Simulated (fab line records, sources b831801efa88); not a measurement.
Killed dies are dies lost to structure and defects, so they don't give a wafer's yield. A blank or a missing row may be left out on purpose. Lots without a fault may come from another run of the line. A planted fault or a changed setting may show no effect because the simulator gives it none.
Which tool did it? | flow sky130 | 14 lots, 42 wafers sampled, at 2 steps of a route of 708

WHAT THE GAUGES READ, wafer by wafer
SKY_CAP2M_OVL_MEAS_12. Usual: CAP2M_OVL -0.7 nm, standard deviation 1.4.
lot  | measured     | on         | CAP2M_OVL (nm) | flag
L667 | day 40 15:43 | overlay-01 | -1.7 -1.3 -0.2 |
L668 | day 40 23:12 | overlay-02 | -2.5 -4.0 -2.7 |
L669 | day 41 12:29 | overlay-02 | 1.0 1.3 0.2    |
L671 | day 42 07:24 | overlay-01 | -1.4 -2.7 -1.5 |
L674 | day 42 18:28 | overlay-01 | -1.3 -2.6 -0.6 |
L675 | day 43 00:27 | overlay-01 | -3.3 -2.6 -3.9 |
L676 | day 43 05:52 | overlay-01 | 0.7 0.9 -0.9   |
L680 | day 44 06:29 | overlay-02 | 0.5 0.1 0.5    |
L683 | day 45 13:49 | overlay-01 | 1.9 2.0 1.2    |
L685 | day 46 01:16 | overlay-02 | 0.1 0.0 0.7    |
L687 | day 46 04:41 | overlay-02 | -1.6 0.8 -0.4  |
L686 | day 46 09:59 | overlay-02 | -1.4 -1.7 -2.4 |
L689 | day 46 15:43 | overlay-02 | -0.6 -0.5 0.7  |
L690 | day 46 23:27 | overlay-02 | 0.1 -0.6 -1.0  |

SKY_METAL4_OVL_MEAS_14. Usual: METAL4_OVL 0 nm, standard deviation 6.6.
lot  | measured     | on         | METAL4_OVL (nm) | flag
L667 | day 41 17:45 | overlay-01 | 10 7 5          |
L668 | day 41 22:37 | overlay-02 | 7 10 11         |
L669 | day 42 11:24 | overlay-01 | -5 -2 0         |
L671 | day 43 07:09 | overlay-01 | 0 1 -2          |
L674 | day 43 18:12 | overlay-02 | 10 0 1          |
L675 | day 44 00:24 | overlay-01 | 5 7 6           |
L676 | day 44 05:00 | overlay-02 | -13 -1 -4       |
L680 | day 45 04:42 | overlay-01 | 1 4 -2          |
L683 | day 46 10:36 | overlay-01 | 4 -3 0          |
L685 | day 46 22:48 | overlay-01 | 3 7 0           |
L687 | day 47 01:24 | overlay-02 | 9 4 3           |
L686 | day 47 06:58 | overlay-01 | 2 2 2           |
L689 | day 47 12:55 | overlay-02 | -8 2 -4         |
L690 | day 47 21:04 | overlay-01 | 3 2 8           |

WHICH TOOL RAN EACH LOT (tool, then ch and the chambers of the sampled wafers, then the start)
The record holds no process step before these readings.

WHAT THE TOOLS THEMSELVES READ (means of the sampled wafers that have a number; where no wafer has one, the mark that the record gives instead)
The record holds no such reading with a usual standard deviation.

THE ANSWER, worked out from the rows above alone
Rule: a lot is off if the mean of its wafers that have a number lies more than 3 standard deviations from the usual mean. A lot without any number at a reading at which 4 lots or more have one is off too. The other lots that the step has rows for count as sound. The gauges are gone through in route order, then the tools' own readings, and for those a lot's mean is taken as printed above. The first step at which some lot is off is used, and at that step the reading that is off furthest; a lot without a number counts as furthest.
No lot is off at any reading shown: from this, nothing can be told.

WHAT THE SIMULATOR HAD PUT IN
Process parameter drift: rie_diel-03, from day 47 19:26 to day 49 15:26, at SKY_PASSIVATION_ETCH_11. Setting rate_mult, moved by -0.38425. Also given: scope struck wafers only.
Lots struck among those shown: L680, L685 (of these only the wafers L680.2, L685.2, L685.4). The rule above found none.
